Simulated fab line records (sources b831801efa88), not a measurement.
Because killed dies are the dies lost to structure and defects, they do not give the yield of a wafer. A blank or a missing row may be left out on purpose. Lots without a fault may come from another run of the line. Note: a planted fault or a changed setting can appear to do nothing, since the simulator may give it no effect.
Which tool did it? ; flow gf180mcu ; 42 wafers from 14 lots sampled at 4 of the route's 602 steps

== WHAT THE GAUGES READ, wafer by wafer ==
GF_PASSIVATION_THK_MEAS_03.
lot;measured;on;PASSIVATION_CVD_02_THK (nm)
L554;day 28 08:56;film_metro-01;703 692 705
L555;day 28 17:19;film_metro-04;696 695 692
L556;day 28 21:33;film_metro-03;695 697 704
L557;day 29 08:14;film_metro-03;708 707 702
L562;day 30 16:58;film_metro-03;686 707 701
L566;day 31 17:43;film_metro-01;701 715 702
L570;day 32 17:07;film_metro-03;691 699 705
L572;day 33 04:53;film_metro-04;694 713 702
L573;day 33 09:38;film_metro-03;713 716 718
L575;day 33 18:05;film_metro-01;691 705 698
L576;day 34 03:28;film_metro-01;692 704 703
L577;day 34 09:34;film_metro-03;700 707 707

== WHICH TOOL RAN EACH LOT (tool, then ch and the chambers of the sampled wafers, then the start) ==
lot;GF_V5_CMP_04;GF_V5_ETCH_16;GF_TOP_METAL_DEVELOP_13
L554;cmp-02 ch 0,1,2, day 26 13:05;rie_diel-04 ch 0,1,2, day 27 09:42;litho_track-04 ch 0, day 28 07:29
L555;cmp-01 ch 0,3, day 26 21:51;rie_diel-03 ch 0,1, day 27 18:27;litho_track-02 ch 0, day 28 15:53
L556;cmp-01 ch 0,2,3, day 27 02:23;rie_diel-03 ch 1,3, day 27 23:13;litho_track-02 ch 0, day 28 20:05
L557;cmp-02 ch 0,1,2, day 27 14:06;rie_diel-02 ch 0,1,3, day 28 10:02;litho_track-04 ch 0, day 29 06:46
L558;cmp-02 ch 1,2, day 27 21:43;rie_diel-04 ch 1,2,3, day 28 18:14;litho_track-02, day 29 14:30
L560;cmp-01 ch 0,2,3, day 28 07:52;rie_diel-03 ch 0,1,3, day 29 03:35;litho_track-02, day 29 23:39
L562;cmp-01 ch 0,1,3, day 29 00:02;rie_diel-02 ch 0,1,2, day 29 19:26;litho_track-02 ch 0, day 30 15:24
L566;cmp-01 ch 0,1,3, day 30 03:53;rie_diel-02 ch 2,3, day 30 22:11;litho_track-04 ch 0, day 31 16:18
L570;cmp-01 ch 0,2,3, day 31 04:04;rie_diel-02 ch 0,3, day 31 21:44;litho_track-02 ch 0, day 32 15:32
L572;cmp-01 ch 2,3, day 31 16:55;rie_diel-02 ch 1,2, day 32 10:02;litho_track-04 ch 0, day 33 03:27
L573;cmp-02 ch 0,2,3, day 31 21:56;rie_diel-02 ch 1,2, day 32 14:34;litho_track-01 ch 0, day 33 08:13
L575;cmp-01 ch 2,3, day 32 06:46;rie_diel-03 ch 2,3, day 32 23:50;litho_track-02 ch 0, day 33 16:39
L576;cmp-01 ch 0,1,2, day 32 17:16;rie_diel-04 ch 0,1,2, day 33 09:26;litho_track-01 ch 0, day 34 02:01
L577;cmp-02 ch 1,2,3, day 32 23:57;rie_diel-02 ch 0,1, day 33 15:32;litho_track-02 ch 0, day 34 08:06
- GF_V5_CMP_04: polishes SiO2.
- GF_V5_ETCH_16: etches BARC in N2/H2.
- GF_TOP_METAL_DEVELOP_13: develop time 60 s.

== WHAT THE TOOLS THEMSELVES READ (means of the sampled wafers that have a number; where no wafer has one, the mark that the record gives instead) ==
GF_V5_CMP_04.
lot;tool;motor_current_A (A)
L554;cmp-02;13.2
L555;cmp-01;12.7
L556;cmp-01;11.8
L557;cmp-02;13.2
L558;cmp-02;12.9
L560;cmp-01;12.1
L562;cmp-01;11.5
L566;cmp-01;11.3
L570;cmp-01;11.9
L572;cmp-01;11.6
L573;cmp-02;12.7
L575;cmp-01;11.8
L576;cmp-01;10.8
L577;cmp-02;12.7

GF_V5_ETCH_16.
lot;tool;drypump_motor_current_A (A);oes_product_au (a.u.);throttle_valve_pct (%)
L554;rie_diel-04;5.8;0.857;13.218
L555;rie_diel-03;5.6;0.854;13.222
L556;rie_diel-03;5.4;0.855;13.222
L557;rie_diel-02;5.4;0.864;13.217
L558;rie_diel-04;5.5;0.859;13.225
L560;rie_diel-03;5.7;0.860;13.218
L562;rie_diel-02;5.8;0.856;13.225
L566;rie_diel-02;5.4;0.857;13.221
L570;rie_diel-02;5.4;0.855;13.222
L572;rie_diel-02;5.8;0.860;13.226
L573;rie_diel-02;5.8;0.852;13.222
L575;rie_diel-03;4.9;0.855;13.228
L576;rie_diel-04;5.7;0.857;13.214
L577;rie_diel-02;5.8;0.852;13.218

GF_TOP_METAL_DEVELOP_13.
lot;tool;chill_plate_temp_C (C);developer_temp_C (C)
L554;litho_track-04;22.96;22.87
L555;litho_track-02;23.11;22.98
L556;litho_track-02;23.14;23.01
L557;litho_track-04;22.97;22.94
L558;litho_track-02;-;-
L560;litho_track-02;-;-
L562;litho_track-02;22.85;22.99
L566;litho_track-04;23.12;22.98
L570;litho_track-02;22.96;22.89
L572;litho_track-04;23.03;22.84
L573;litho_track-01;22.99;23.08
L575;litho_track-02;23.06;22.95
L576;litho_track-01;23.01;22.98
L577;litho_track-02;22.90;22.90

== THE ANSWER, worked out from the rows above alone ==
Rule: the usual values come from the lots themselves. Put in order of their means at a reading, lots are off if they are a third of the lots or fewer, leave a main group of 4 or more, and stand apart from it by a gap of 3 or more times the standard deviation of the main group's means; of several such gaps the widest counts. A main group whose means are all the same, to the digits that the tables above print for the reading, isn't used. Also off: a lot with no number at a reading for which 4 or more lots have one. Any other lot the step has rows for is counted as sound. Order of review: gauges by route order, followed by the tools' own readings, for which a lot's mean as printed above is used. The first step at which some lot is off is used, and at that step the reading that is off furthest; a lot without a number counts as furthest.
Off, at GF_TOP_METAL_DEVELOP_13 on chill_plate_temp_C: L558, L560. Without a number there: L558, L560. Main group: mean 23.01 C, sd 0.085.
A tool fits if, at that step or a process step before it, it ran every lot that is off, and no sound lot after the first of them. None of those tried fits.

== WHAT THE SIMULATOR HAD INSERTED ==
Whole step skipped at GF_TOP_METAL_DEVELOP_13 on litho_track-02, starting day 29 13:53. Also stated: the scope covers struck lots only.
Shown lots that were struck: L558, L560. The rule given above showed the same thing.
